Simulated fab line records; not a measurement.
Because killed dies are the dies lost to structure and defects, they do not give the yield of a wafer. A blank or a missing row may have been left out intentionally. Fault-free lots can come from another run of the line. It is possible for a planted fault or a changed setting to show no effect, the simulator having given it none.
Chamber matching -- flow sky130 -- rieDiel-01 running SKY_CONTACT_ETCH_17: 4 sister chambers
The step etches SiO2 in C4F8/O2/Ar, stops on Si3N4, target depth 340 nm. 8 wafers are shown with their chamber, then 12 later ones without.

## WAFERS PAIRED WITH THEIR CHAMBERS
wafer,chamber,rfFwdPowerW (W),oesProductAu (a.u.)
L086.1,3,1493,0.890
L086.5,2,1483,0.884
L088.2,1,1482,0.892
L088.3,2,1484,0.887
L088.6,0,1493,0.896
L089.1,1,1485,0.895
L089.2,0,1498,0.894
L089.3,3,1484,0.888

## WAFERS WITHOUT THEIR CHAMBER
wafer,rfFwdPowerW (W),oesProductAu (a.u.)
L090.1,1489,0.901
L090.2,1491,0.892
L090.6,1494,0.885
L092.1,1488,0.892
L092.4,1485,0.898
L092.6,1486,0.884
L094.2,1494,0.889
L094.3,1490,0.897
L094.4,1474,0.894
L097.2,1490,0.893
L097.3,1489,0.894
L097.6,1496,0.885

## THE CHAMBER EACH PASSED THROUGH
wafer,from the rows above,in truth
L090.1,can't be placed: 0 or 1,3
L090.2,can't be placed: 3 or 0 or 1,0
L090.6,can't be placed: 3 or 2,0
L092.1,can't be placed: 1 or 3 or 0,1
L092.4,can't be placed: 1 or 0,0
L092.6,can't be placed: 2 or 3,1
L094.2,can't be placed: 3 or 0 or 2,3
L094.3,can't be placed: 0 or 1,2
L094.4,1,1
L097.2,can't be placed: 1 or 0 or 3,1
L097.3,can't be placed: 1 or 0 or 3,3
L097.6,can't be placed: 3 or 2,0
Placed correctly: 1 of 12. These rows do not allow placing 11 (true chamber among the candidates in 6). Placed wrongly: 0.
How it was worked out, from the rows above alone: a wafer's distance from a chamber is the root of the sum, over the readings, of the square of ((its reading less the chamber's mean) divided by the reading's scatter). The wafer belongs to the nearest chamber; if the next one is less than 2 further off, it can't be placed. Each chamber's mean is taken over the wafers shown for it. The scatter: the root of (the sum of the squares of (reading less its chamber's mean) over the shown wafers, divided by (wafers less chambers)).
